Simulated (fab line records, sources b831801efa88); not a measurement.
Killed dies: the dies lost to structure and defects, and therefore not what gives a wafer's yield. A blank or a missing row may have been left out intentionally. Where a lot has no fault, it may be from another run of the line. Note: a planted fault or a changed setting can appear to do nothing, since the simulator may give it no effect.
Matching of chambers :: flow sky130 :: SKY_CONTACT_CVD_00 on pecvd-03 has 3 sister chambers
The step deposits Si3N4, target thk 75 nm. 16 wafers are shown with their chamber, then 8 later ones without.

## WAFERS PAIRED WITH THEIR CHAMBERS
wafer: L074.3
chamber: 0
heater_power_w (W): 561

wafer: L074.4
chamber: 1
heater_power_w (W): 640

wafer: L074.5
chamber: 2
heater_power_w (W): 555

wafer: L081.3
chamber: 0
heater_power_w (W): 671

wafer: L081.5
chamber: 0
heater_power_w (W): 684

wafer: L081.6
chamber: 1
heater_power_w (W): 724

wafer: L083.2
chamber: 2
heater_power_w (W): 636

wafer: L083.5
chamber: 1
heater_power_w (W): 616

wafer: L083.6
chamber: 2
heater_power_w (W): 630

wafer: L084.2
chamber: 2
heater_power_w (W): 588

wafer: L084.3
chamber: 0
heater_power_w (W): 637

wafer: L084.6
chamber: 2
heater_power_w (W): 585

wafer: L089.1
chamber: 1
heater_power_w (W): 725

wafer: L089.2
chamber: 0
heater_power_w (W): 619

wafer: L089.3
chamber: 2
heater_power_w (W): 591

wafer: L092.2
chamber: 0
heater_power_w (W): 647

SIGNATURES, as means of the wafers listed above
reading: heater_power_w
chamber 0: 636.50
chamber 1: 676.25
chamber 2: 597.50
scatter within a chamber: 42.8
Rule: distance of a wafer from a chamber = root of the sum over the readings of ((wafer's reading minus chamber's mean) / reading's scatter) squared. The wafer belongs to the nearest chamber; if the next one is less than 2 further off, it can't be placed. The scatter: the root of (the sum of the squares of (reading less its chamber's mean) over the shown wafers, divided by (wafers less chambers)).

## WAFERS WHOSE CHAMBER IS MISSING
wafer: L092.4
heater_power_w (W): 719

wafer: L092.6
heater_power_w (W): 636

wafer: L097.1
heater_power_w (W): 645

wafer: L097.2
heater_power_w (W): 636

wafer: L097.6
heater_power_w (W): 660

wafer: L095.2
heater_power_w (W): 683

wafer: L095.3
heater_power_w (W): 653

wafer: L095.4
heater_power_w (W): 544

## WHICH CHAMBER EACH WENT THROUGH
wafer: L092.4
from the rows above: can't be placed: 1 or 0 or 2
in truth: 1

wafer: L092.6
from the rows above: can't be placed: 0 or 2 or 1
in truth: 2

wafer: L097.1
from the rows above: can't be placed: 0 or 1 or 2
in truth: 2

wafer: L097.2
from the rows above: can't be placed: 0 or 2 or 1
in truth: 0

wafer: L097.6
from the rows above: can't be placed: 1 or 0 or 2
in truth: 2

wafer: L095.2
from the rows above: can't be placed: 1 or 0 or 2
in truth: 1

wafer: L095.3
from the rows above: can't be placed: 0 or 1 or 2
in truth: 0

wafer: L095.4
from the rows above: can't be placed: 2 or 0 or 1
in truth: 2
Placed correctly: 0 of 8. Not placeable from these rows: 8 (in 8, the candidates include the true chamber). Number placed wrongly: 0.
